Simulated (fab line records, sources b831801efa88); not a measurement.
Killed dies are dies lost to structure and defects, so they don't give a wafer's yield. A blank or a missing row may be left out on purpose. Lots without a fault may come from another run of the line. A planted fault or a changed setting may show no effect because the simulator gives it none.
Which tool did it? | flow gf180mcu | 13 lots, 39 wafers sampled, at 6 steps of a route of 602

WHAT THE GAUGES READ, wafer by wafer
GF_PSD_RS_MEAS_14: measures by four-point-probe.
lot  | measured     | on            | NSD_RS (ohm/sq)
L177 | day 14 11:16 | film_metro-02 | 46.11 46.17 46.12
L179 | day 14 17:44 | film_metro-01 | 46.10 46.20 46.12
L180 | day 15 03:29 | film_metro-01 | 46.19 46.22 46.20
L181 | day 15 08:12 | film_metro-01 | 46.15 46.12 46.20
L184 | day 16 19:01 | film_metro-02 | 49.03 48.98 48.89
L185 | day 16 22:32 | film_metro-04 | 48.95 49.01 48.97
L186 | day 17 16:31 | film_metro-02 | 48.88 48.84 48.90
L188 | day 17 22:29 | film_metro-01 | 48.91 48.78 48.98
L194 | day 20 18:57 | film_metro-02 | 46.11 46.03 46.06
L196 | day 20 21:11 | film_metro-02 | 46.06 46.02 46.16
L197 | day 21 21:11 | film_metro-04 | 46.09 46.25 46.27
L199 | day 22 01:14 | film_metro-02 | 46.18 46.19 46.12
L200 | day 22 13:29 | film_metro-02 | 46.03 45.93 45.98

GF_PSD_RS_MEAS_15: measures by four-point-probe.
lot  | measured     | on            | PSD_RS (ohm/sq)
L177 | day 14 11:23 | film_metro-02 | 109.09 108.95 108.89
L179 | day 14 17:52 | film_metro-01 | 108.66 108.43 108.53
L180 | day 15 03:36 | film_metro-01 | 108.79 108.93 109.04
L181 | day 15 08:19 | film_metro-01 | 108.47 108.56 108.62
L184 | day 16 19:08 | film_metro-02 | 123.37 123.26 123.05
L185 | day 16 22:39 | film_metro-04 | 123.27 123.24 122.70
L186 | day 17 16:38 | film_metro-02 | 122.86 122.73 122.92
L188 | day 17 22:36 | film_metro-01 | 123.18 122.97 122.89
L194 | day 20 19:04 | film_metro-02 | 108.38 107.83 107.95
L196 | day 20 21:19 | film_metro-02 | 108.49 108.38 108.40
L197 | day 21 21:19 | film_metro-04 | 108.80 108.91 108.92
L199 | day 22 01:21 | film_metro-02 | 108.62 108.60 108.47
L200 | day 22 13:36 | film_metro-02 | 108.39 108.11 108.04

GF_SALICIDE_RS_MEAS_04: measures by four-point-probe.
lot  | measured     | on            | SALICIDE_TIN_RS (ohm/sq)
L177 | day 15 08:08 | film_metro-04 | 16.2 16.2 16.3
L179 | day 15 15:21 | film_metro-04 | 16.2 16.0 16.3
L180 | day 16 02:00 | film_metro-03 | 16.6 16.1 16.5
L181 | day 16 06:15 | film_metro-01 | 16.1 16.2 16.1
L184 | day 17 17:49 | film_metro-01 | 16.6 16.7 16.5
L185 | day 17 22:02 | film_metro-04 | 16.2 16.1 16.2
L186 | day 18 17:01 | film_metro-03 | 16.4 16.4 16.3
L188 | day 18 23:17 | film_metro-03 | 16.2 16.2 16.7
L194 | day 21 19:18 | film_metro-04 | 16.5 16.6 16.7
L196 | day 21 21:34 | film_metro-01 | 16.8 16.8 16.9
L197 | day 22 20:51 | film_metro-01 | 15.9 15.8 15.9
L199 | day 23 01:09 | film_metro-04 | 16.7 16.2 16.1
L200 | day 23 12:22 | film_metro-04 | 16.0 15.7 16.0

GF_CONTACT_THK_MEAS_03.
lot  | measured     | on            | CONTACT_CVD_02_THK (nm)
L177 | day 15 08:52 | film_metro-03 | 849 860 863
L179 | day 15 15:59 | film_metro-01 | 855 863 864
L180 | day 16 02:39 | film_metro-01 | 860 871 877
L181 | day 16 06:53 | film_metro-02 | 846 866 879
L184 | day 17 18:29 | film_metro-01 | 856 859 853
L185 | day 17 22:43 | film_metro-02 | 859 879 873
L186 | day 18 17:52 | film_metro-02 | 851 868 872
L188 | day 19 00:01 | film_metro-02 | 866 870 875
L194 | day 21 19:56 | film_metro-01 | 856 855 865
L196 | day 21 22:13 | film_metro-01 | 859 854 850
L197 | day 22 21:30 | film_metro-02 | 850 850 871
L199 | day 23 01:49 | film_metro-03 | 863 852 881
L200 | day 23 13:01 | film_metro-03 | 840 879 852

WHICH TOOL RAN EACH LOT (tool, then ch and the chambers of the sampled wafers, then the start)
lot  | GF_PSD_RTA_13                    | GF_SALICIDE_RTA_06
L177 | rtp_anneal-02 ch 0, day 14 11:11 | rtp_anneal-01 ch 0, day 15 08:19
L179 | rtp_anneal-02 ch 0, day 14 17:39 | rtp_anneal-02 ch 0, day 15 15:31
L180 | rtp_anneal-01 ch 0, day 15 03:24 | rtp_anneal-02 ch 0, day 16 02:11
L181 | rtp_anneal-02 ch 0, day 15 08:07 | rtp_anneal-01 ch 0, day 16 06:26
L184 | rtp_anneal-01 ch 0, day 16 18:56 | rtp_anneal-01 ch 0, day 17 18:00
L185 | rtp_anneal-01 ch 0, day 16 22:26 | rtp_anneal-02 ch 0, day 17 22:13
L186 | rtp_anneal-01 ch 0, day 17 16:26 | rtp_anneal-02 ch 0, day 18 17:12
L188 | rtp_anneal-01 ch 0, day 17 22:24 | rtp_anneal-01 ch 0, day 18 23:28
L194 | rtp_anneal-02 ch 0, day 20 18:52 | rtp_anneal-02 ch 0, day 21 19:29
L196 | rtp_anneal-01 ch 0, day 20 21:06 | rtp_anneal-01 ch 0, day 21 21:45
L197 | rtp_anneal-02 ch 0, day 21 21:06 | rtp_anneal-02 ch 0, day 22 21:02
L199 | rtp_anneal-01 ch 0, day 22 01:08 | rtp_anneal-02 ch 0, day 23 01:20
L200 | rtp_anneal-01 ch 0, day 22 13:24 | rtp_anneal-02 ch 0, day 23 12:33
- GF_PSD_RTA_13: time 20 s.
- GF_SALICIDE_RTA_06: time 30 s.

WHAT THE TOOLS THEMSELVES READ (means of the sampled wafers that have a number; where no wafer has one, the mark that the record gives instead)
GF_PSD_RTA_13.
lot  | tool          | lamp_power_pct (%) | wafer_temp_C_max
L177 | rtp_anneal-02 | 37                 | 1030.9
L179 | rtp_anneal-02 | 37                 | 1031.2
L180 | rtp_anneal-01 | 31                 | 1028.8
L181 | rtp_anneal-02 | 37                 | 1032.8
L184 | rtp_anneal-01 | 29                 | 1007.6
L185 | rtp_anneal-01 | 29                 | 1007.1
L186 | rtp_anneal-01 | 29                 | 1008.2
L188 | rtp_anneal-01 | 29                 | 1007.9
L194 | rtp_anneal-02 | 37                 | 1030.5
L196 | rtp_anneal-01 | 31                 | 1029.2
L197 | rtp_anneal-02 | 37                 | 1030.5
L199 | rtp_anneal-01 | 31                 | 1029.8
L200 | rtp_anneal-01 | 31                 | 1029.6

GF_SALICIDE_RTA_06.
lot  | tool          | lamp_power_pct (%) | wafer_temp_C_max
L177 | rtp_anneal-01 | 5.6                | 532.0
L179 | rtp_anneal-02 | 6.7                | 533.0
L180 | rtp_anneal-02 | 6.7                | 533.3
L181 | rtp_anneal-01 | 5.6                | 532.0
L184 | rtp_anneal-01 | 5.6                | 532.2
L185 | rtp_anneal-02 | 6.7                | 533.1
L186 | rtp_anneal-02 | 6.7                | 533.2
L188 | rtp_anneal-01 | 5.6                | 531.9
L194 | rtp_anneal-02 | 6.7                | 533.2
L196 | rtp_anneal-01 | 5.6                | 531.9
L197 | rtp_anneal-02 | 6.7                | 532.7
L199 | rtp_anneal-02 | 6.7                | 533.4
L200 | rtp_anneal-02 | 6.7                | 532.9

THE ANSWER, worked out from the rows above alone
Rule: what is usual is taken from the lots themselves. Put in order of their means at a reading, lots are off if they are a third of the lots or fewer, leave a main group of 4 or more, and stand apart from it by a gap of 3 or more times the standard deviation of the main group's means; of several such gaps the widest counts. A main group whose means are all the same, to the digits that the tables above print for the reading, isn't used. A lot without any number at a reading at which 4 lots or more have one is off too. The other lots that the step has rows for count as sound. The gauges are gone through in route order, then the tools' own readings, and for those a lot's mean is taken as printed above. The first step at which some lot is off is used, and at that step the reading that is off furthest; a lot without a number counts as furthest.
Off: L184, L185, L186, L188, at GF_PSD_RS_MEAS_14 (NSD_RS). The main group: mean 46.13 ohm/sq, standard deviation 0.068.
A tool fits if, at a process step before that reading, it ran every lot that is off, and no sound lot after the first of them. The gauges at GF_PSD_RS_MEAS_14 aren't tried: what is off there is off at GF_PSD_RTA_13 too, on other tools, and a gauge's error can't cause that. None of those tried fits.

WHAT THE SIMULATOR HAD PUT IN
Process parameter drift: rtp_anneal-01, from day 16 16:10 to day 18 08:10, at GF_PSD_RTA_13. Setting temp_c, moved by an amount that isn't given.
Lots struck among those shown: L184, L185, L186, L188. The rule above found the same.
